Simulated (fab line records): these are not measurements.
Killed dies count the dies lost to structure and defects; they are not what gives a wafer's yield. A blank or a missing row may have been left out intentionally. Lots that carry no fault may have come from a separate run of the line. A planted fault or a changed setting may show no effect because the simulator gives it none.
What tool caused it?	flow sky130	21 wafers from 7 lots sampled at 3 of the route's 708 steps

== WHAT EACH GAUGE READ, for each wafer ==
SKY_CAP2M_RS_MEAS_03: measures by four-point-probe.
lot	measured	on	CAP2M_TIN_RS (ohm/sq)
L486	day 40 11:18	film_metro-03	6.73 6.76 6.81
L488	day 40 22:59	film_metro-04	- - -
L490	day 42 13:04	film_metro-01	6.87 6.84 6.78
L497	day 43 23:10	film_metro-03	6.87 6.88 6.92
L500	day 44 09:21	film_metro-01	6.92 6.91 6.93
L502	day 44 21:35	film_metro-03	6.98 6.97 7.00
L504	day 45 11:58	film_metro-04	7.05 7.04 7.06

== WHAT TOOL EACH LOT RAN ON (gives the tool, then ch and the chambers of the sampled wafers, and finally the start) ==
lot	SKY_METAL3_SPUTTER_04	SKY_CAP2M_SPUTTER_02
L486	pvd_sputter-01, day 36 22:34	pvd_sputter-01, day 40 11:10
L488	pvd_sputter-02, day 37 12:53	pvd_sputter-04, day 40 22:53
L490	pvd_sputter-02, day 39 11:54	pvd_sputter-01, day 42 12:57
L497	pvd_sputter-02, day 40 20:17	pvd_sputter-02, day 43 23:03
L500	pvd_sputter-01, day 41 06:16	pvd_sputter-02, day 44 09:15
L502	pvd_sputter-02, day 41 19:23	pvd_sputter-04, day 44 21:29
L504	pvd_sputter-01, day 42 12:20	pvd_sputter-04, day 45 11:50
- SKY_METAL3_SPUTTER_04: material TiN, target thk 70 nm, time 58.3 s.
- SKY_CAP2M_SPUTTER_02: material TiN, target thk 200 nm, time 166.7 s.

== THE ANSWER, worked out from the rows above alone ==
Rule: the lots themselves supply what counts as usual. The widest of any qualifying gaps counts: lots, ordered by their means at a reading, are off when they make up no more than a third of the lots, leave a main group of 4 or more, and stand apart from it by 3 or more times the standard deviation of that group's means. A main group is skipped when, at the precision printed for the reading in the tables above, its means are all equal. A lot without any number at a reading at which 4 lots or more have one is off too. Where the step has rows for the other lots, those lots are counted as sound.
Off: L488, seen at SKY_CAP2M_RS_MEAS_03 (CAP2M_TIN_RS). Without a number there: L488. The main group has a mean of 6.91 ohm/sq with a standard deviation of 0.093.
If a tool, at a process step before that reading, ran all the lots that are off and no sound lot after the first of them, it fits. Those tools and the gauges at SKY_CAP2M_RS_MEAS_03 are tried in the same way. Of those tried, none fits.

== WHAT HAD BEEN PUT IN BY THE SIMULATOR ==
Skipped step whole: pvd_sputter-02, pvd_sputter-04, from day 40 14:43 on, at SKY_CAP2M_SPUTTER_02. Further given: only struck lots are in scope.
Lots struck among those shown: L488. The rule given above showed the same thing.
